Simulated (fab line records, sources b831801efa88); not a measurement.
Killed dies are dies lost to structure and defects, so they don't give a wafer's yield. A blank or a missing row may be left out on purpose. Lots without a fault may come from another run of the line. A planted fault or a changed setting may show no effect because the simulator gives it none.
Which tool did it? | flow gf180mcu | 24 lots, 72 wafers sampled, at 6 steps of a route of 602

WHAT THE GAUGES READ, wafer by wafer
GF_V3_THK_MEAS_03.
lot  | measured     | on            | V3_CVD_02_THK (nm)
L074 | day 21 07:21 | film_metro-01 | 828 842 850
L075 | day 21 14:37 | film_metro-01 | 849 838 856
L076 | day 22 04:50 | film_metro-03 | 854 853 875
L077 | day 22 12:11 | film_metro-02 | 850 865 859
L078 | day 22 19:40 | film_metro-02 | 848 846 857
L079 | day 23 13:07 | film_metro-01 | 862 852 844
L080 | day 23 20:01 | film_metro-02 | 838 848 848
L081 | day 23 23:18 | film_metro-03 | 840 850 871
L082 | day 24 10:15 | film_metro-02 | 857 874 849
L083 | day 24 13:59 | film_metro-02 | 823 834 842
L084 | day 25 00:43 | film_metro-01 | 850 855 857
L085 | day 25 06:26 | film_metro-03 | 838 832 861
L086 | day 25 11:35 | film_metro-03 | 848 862 859
L087 | day 26 04:43 | film_metro-03 | 853 871 864
L088 | day 26 07:49 | film_metro-02 | 838 839 856
L089 | day 26 14:37 | film_metro-02 | 848 863 867
L090 | day 26 19:02 | film_metro-01 | 819 833 824
L091 | day 27 05:19 | film_metro-03 | 823 829 845
L092 | day 27 18:08 | film_metro-03 | 829 837 845
L093 | day 28 01:15 | film_metro-02 | 832 841 863
L094 | day 28 06:52 | film_metro-03 | 837 849 844
L095 | day 28 09:51 | film_metro-03 | 851 843 868
L097 | day 29 00:23 | film_metro-02 | 842 849 854
L096 | day 29 02:00 | film_metro-02 | 844 844 870

GF_V4_OVL_MEAS_15.
lot  | measured     | on         | V4_OVL (nm)
L074 | day 24 09:05 | overlay-02 | -5 5 10
L075 | day 24 13:40 | overlay-02 | 12 9 7
L076 | day 25 04:11 | overlay-02 | 7 2 9
L077 | day 25 11:02 | overlay-01 | 13 8 8
L078 | day 25 18:04 | overlay-02 | 0 2 4
L079 | day 26 10:46 | overlay-02 | -2 -2 4
L080 | day 26 16:19 | overlay-02 | 3 -3 -1
L081 | day 26 18:41 | overlay-02 | 6 1 2
L082 | day 27 04:04 | overlay-01 | 1 -3 3
L083 | day 27 08:59 | overlay-02 | 1 7 2
L084 | day 27 18:29 | overlay-01 | -5 -7 -2
L085 | day 27 23:07 | overlay-01 | -1 -3 -2
L086 | day 28 04:13 | overlay-01 | 3 4 -2
L087 | day 28 20:41 | overlay-01 | 4 14 7
L088 | day 28 23:43 | overlay-02 | -5 1 -3
L089 | day 29 05:29 | overlay-02 | 5 7 7
L090 | day 29 09:26 | overlay-01 | 4 4 3
L091 | day 29 19:35 | overlay-02 | 9 -3 2
L092 | day 30 07:32 | overlay-02 | -14 -3 -10
L093 | day 30 13:10 | overlay-02 | 6 3 6
L094 | day 30 19:25 | overlay-02 | 7 0 -4
L095 | day 30 21:46 | overlay-02 | 5 -4 0
L097 | day 31 10:58 | overlay-02 | 11 14 15
L096 | day 31 12:16 | overlay-01 | 4 -1 -3

GF_M5_OVL_MEAS_08.
lot  | measured     | on         | M5_OVL (nm)
L074 | day 26 05:31 | overlay-02 | -1 6 7
L075 | day 26 11:30 | overlay-02 | -3 -5 2
L076 | day 26 23:34 | overlay-01 | 7 -7 -1
L077 | day 27 06:26 | overlay-02 | 0 -3 2
L078 | day 27 13:05 | overlay-01 | 0 -2 9
L079 | day 28 05:50 | overlay-01 | -5 1 2
L080 | day 28 10:35 | overlay-02 | 5 4 -4
L081 | day 28 12:29 | overlay-01 | 8 -1 11
L082 | day 28 22:56 | overlay-01 | -5 4 0
L083 | day 29 02:38 | overlay-01 | -7 3 -1
L084 | day 29 11:38 | overlay-01 | 1 0 2
L085 | day 29 15:27 | overlay-01 | -2 3 1
L086 | day 29 20:52 | overlay-01 | -3 1 -1
L087 | day 30 13:10 | overlay-01 | -14 -10 -7
L088 | day 30 14:46 | overlay-01 | 0 8 7
L089 | day 30 20:04 | overlay-02 | 12 6 6
L090 | day 30 23:14 | overlay-01 | 9 8 11
L091 | day 31 10:21 | overlay-01 | 13 4 13
L092 | day 31 19:55 | overlay-02 | 8 6 4
L093 | day 32 01:50 | overlay-02 | 6 4 4
L094 | day 32 08:22 | overlay-01 | 6 13 9
L095 | day 32 10:05 | overlay-02 | 13 2 9
L097 | day 32 22:40 | overlay-02 | 2 2 5
L096 | day 33 00:02 | overlay-02 | 4 4 10

GF_V5_THK_MEAS_01.
lot  | measured     | on            | V5_CVD_00_THK (nm)
L074 | day 26 06:17 | film_metro-01 | 298 303 301
L075 | day 26 12:16 | film_metro-02 | 305 299 303
L076 | day 27 00:20 | film_metro-03 | 302 303 297
L077 | day 27 07:20 | film_metro-01 | 300 303 307
L078 | day 27 13:51 | film_metro-03 | 305 307 307
L079 | day 28 06:36 | film_metro-03 | 299 295 300
L080 | day 28 11:31 | film_metro-03 | 298 295 301
L081 | day 28 13:16 | film_metro-02 | 304 305 301
L082 | day 28 23:46 | film_metro-03 | 303 298 300
L083 | day 29 03:34 | film_metro-02 | 296 297 298
L084 | day 29 12:27 | film_metro-03 | 297 297 300
L085 | day 29 16:23 | film_metro-02 | 298 304 299
L086 | day 29 21:40 | film_metro-01 | 303 301 296
L087 | day 30 13:58 | film_metro-02 | 299 298 299
L088 | day 30 15:32 | film_metro-01 | 296 301 299
L089 | day 30 20:52 | film_metro-01 | 302 308 304
L090 | day 31 00:02 | film_metro-03 | 298 297 300
L091 | day 31 11:09 | film_metro-01 | 301 299 304
L092 | day 31 20:44 | film_metro-02 | 297 303 296
L093 | day 32 02:40 | film_metro-02 | 307 300 300
L094 | day 32 09:08 | film_metro-02 | 296 306 304
L095 | day 32 11:02 | film_metro-02 | 304 303 303
L097 | day 32 23:26 | film_metro-01 | 304 305 303
L096 | day 33 00:48 | film_metro-02 | 298 301 296

WHICH TOOL RAN EACH LOT (tool, then ch and the chambers of the sampled wafers, then the start)
lot  | GF_M4_STRIP_17                       | GF_M5_METAL_ETCH_10
L074 | plasma_asher-03 ch 1, day 23 09:08   | rie_metal-02 ch 0,1, day 26 05:34
L075 | plasma_asher-03 ch 0,1, day 23 14:25 | rie_metal-01 ch 0,1, day 26 11:34
L076 | plasma_asher-03 ch 0, day 24 04:22   | rie_metal-03 ch 1, day 26 23:38
L077 | plasma_asher-01 ch 0,1, day 24 11:42 | rie_metal-02 ch 1, day 27 06:36
L078 | plasma_asher-01 ch 0,1, day 24 19:04 | rie_metal-01 ch 0,1, day 27 13:08
L079 | plasma_asher-01 ch 0,1, day 25 12:38 | rie_metal-01 ch 0,1, day 28 05:53
L080 | plasma_asher-01 ch 0,1, day 25 18:19 | rie_metal-01 ch 1, day 28 10:40
L081 | plasma_asher-03 ch 0,1, day 25 20:27 | rie_metal-02 ch 0,1, day 28 12:32
L082 | plasma_asher-01 ch 0,1, day 26 06:42 | rie_metal-01 ch 1, day 28 22:59
L083 | plasma_asher-01 ch 0,1, day 26 10:45 | rie_metal-03 ch 0, day 29 02:47
L084 | plasma_asher-03 ch 0,1, day 26 21:08 | rie_metal-01 ch 0, day 29 11:41
L085 | plasma_asher-01 ch 0,1, day 27 01:55 | rie_metal-03 ch 0, day 29 15:31
L086 | plasma_asher-03 ch 0, day 27 06:57   | rie_metal-01 ch 0,1, day 29 20:56
L087 | plasma_asher-02 ch 0,1, day 27 23:31 | rie_metal-02 ch 0,1, day 30 13:13
L088 | plasma_asher-02 ch 0,1, day 28 02:54 | rie_metal-03 ch 1, day 30 14:49
L089 | plasma_asher-02 ch 0,1, day 28 08:43 | rie_metal-02 ch 0,1, day 30 20:08
L090 | plasma_asher-01 ch 0,1, day 28 13:31 | rie_metal-02 ch 0,1, day 30 23:19
L091 | plasma_asher-01 ch 0,1, day 29 00:01 | rie_metal-02 ch 0,1, day 31 10:25
L092 | plasma_asher-01 ch 0,1, day 29 11:17 | rie_metal-02 ch 0,1, day 31 19:58
L093 | plasma_asher-02 ch 1, day 29 17:26   | rie_metal-02 ch 1, day 32 01:53
L094 | plasma_asher-03 ch 0,1, day 29 23:55 | rie_metal-02 ch 0,1, day 32 08:25
L095 | plasma_asher-02 ch 0,1, day 30 02:28 | rie_metal-03 ch 1, day 32 10:11
L097 | plasma_asher-01 ch 0,1, day 30 15:05 | rie_metal-01 ch 0,1, day 32 22:43
L096 | plasma_asher-03 ch 0,1, day 30 17:34 | rie_metal-01 ch 1, day 33 00:05
- GF_M4_STRIP_17: strips in O2/N2.
- GF_M5_METAL_ETCH_10: etches the open film in Cl2/BCl3, stops on SiO2, target depth 750.8 nm, time 125.1 s.

WHAT THE TOOLS THEMSELVES READ (means of the sampled wafers that have a number; where no wafer has one, the mark that the record gives instead)
GF_M4_STRIP_17.
lot  | tool            | drypump_motor_current_A (A) | heater_power_w (W) | oes_product_au (a.u.) | strip_time_to_endpoint_s (s)
L074 | plasma_asher-03 | 6.0                         | 338                | 0.537                 | 7.42
L075 | plasma_asher-03 | 5.9                         | 321                | 0.538                 | 7.44
L076 | plasma_asher-03 | 5.4                         | 295                | 0.542                 | 7.45
L077 | plasma_asher-01 | 5.4                         | 338                | 0.539                 | 7.41
L078 | plasma_asher-01 | 5.4                         | 348                | 0.538                 | 7.42
L079 | plasma_asher-01 | 5.1                         | 336                | 0.539                 | 7.34
L080 | plasma_asher-01 | 5.1                         | 332                | 0.531                 | 7.34
L081 | plasma_asher-03 | 5.8                         | 315                | 0.536                 | 7.41
L082 | plasma_asher-01 | 5.1                         | 337                | 0.535                 | 7.32
L083 | plasma_asher-01 | 5.1                         | 337                | 0.537                 | 7.38
L084 | plasma_asher-03 | 5.9                         | 323                | 0.538                 | 7.41
L085 | plasma_asher-01 | 5.1                         | 338                | 0.535                 | 7.46
L086 | plasma_asher-03 | 5.4                         | 295                | 0.539                 | 7.40
L087 | plasma_asher-02 | 5.2                         | 399                | 0.533                 | 7.37
L088 | plasma_asher-02 | 5.2                         | 351                | 0.535                 | 7.35
L089 | plasma_asher-02 | 5.2                         | 352                | 0.537                 | 7.35
L090 | plasma_asher-01 | 5.1                         | 333                | 0.542                 | 7.47
L091 | plasma_asher-01 | 5.1                         | 332                | 0.532                 | 7.36
L092 | plasma_asher-01 | 5.1                         | 335                | 0.538                 | 7.42
L093 | plasma_asher-02 | 5.3                         | 312                | 0.538                 | 7.38
L094 | plasma_asher-03 | 5.6                         | 303                | 0.538                 | 7.35
L095 | plasma_asher-02 | 5.2                         | 352                | 0.542                 | 7.42
L097 | plasma_asher-01 | 5.1                         | 336                | 0.540                 | 7.41
L096 | plasma_asher-03 | 5.6                         | 309                | 0.544                 | 7.40

GF_M5_METAL_ETCH_10.
lot  | tool         | drypump_motor_current_A (A) | oes_product_au (a.u.) | throttle_valve_pct (%)
L074 | rie_metal-02 | 6.1                         | 0.992                 | 28.236
L075 | rie_metal-01 | 5.9                         | 0.994                 | 28.231
L076 | rie_metal-03 | 5.9                         | 0.982                 | 28.236
L077 | rie_metal-02 | 6.2                         | 0.982                 | 28.232
L078 | rie_metal-01 | 5.8                         | 0.992                 | 28.222
L079 | rie_metal-01 | 5.8                         | 0.997                 | 28.229
L080 | rie_metal-01 | 5.2                         | 0.991                 | 28.231
L081 | rie_metal-02 | 6.1                         | 0.991                 | 28.232
L082 | rie_metal-01 | 5.2                         | 0.989                 | 28.228
L083 | rie_metal-03 | 6.5                         | 0.987                 | 28.234
L084 | rie_metal-01 | 6.1                         | 0.994                 | 28.222
L085 | rie_metal-03 | 6.5                         | 0.990                 | 28.220
L086 | rie_metal-01 | 5.8                         | 0.991                 | 28.220
L087 | rie_metal-02 | 6.1                         | 0.993                 | 28.235
L088 | rie_metal-03 | 5.9                         | 0.992                 | 28.235
L089 | rie_metal-02 | 6.1                         | 0.986                 | 28.231
L090 | rie_metal-02 | 6.1                         | 0.988                 | 28.230
L091 | rie_metal-02 | 6.1                         | 0.988                 | 28.236
L092 | rie_metal-02 | 6.1                         | 0.986                 | 28.233
L093 | rie_metal-02 | 6.2                         | 0.994                 | 28.230
L094 | rie_metal-02 | 6.1                         | 0.988                 | 28.229
L095 | rie_metal-03 | 5.9                         | 0.992                 | 28.244
L097 | rie_metal-01 | 5.5                         | 0.987                 | 28.229
L096 | rie_metal-01 | 5.2                         | 0.987                 | 28.226

THE ANSWER, worked out from the rows above alone
Rule: what is usual is taken from the lots themselves. Put in order of their means at a reading, lots are off if they are a third of the lots or fewer, leave a main group of 4 or more, and stand apart from it by a gap of 3 or more times the standard deviation of the main group's means; of several such gaps the widest counts. A main group whose means are all the same, to the digits that the tables above print for the reading, isn't used. A lot without any number at a reading at which 4 lots or more have one is off too. The other lots that the step has rows for count as sound. The gauges are gone through in route order, then the tools' own readings, and for those a lot's mean is taken as printed above. The first step at which some lot is off is used, and at that step the reading that is off furthest; a lot without a number counts as furthest.
No lot is off at any reading shown: from this, nothing can be told.

WHAT THE SIMULATOR HAD PUT IN
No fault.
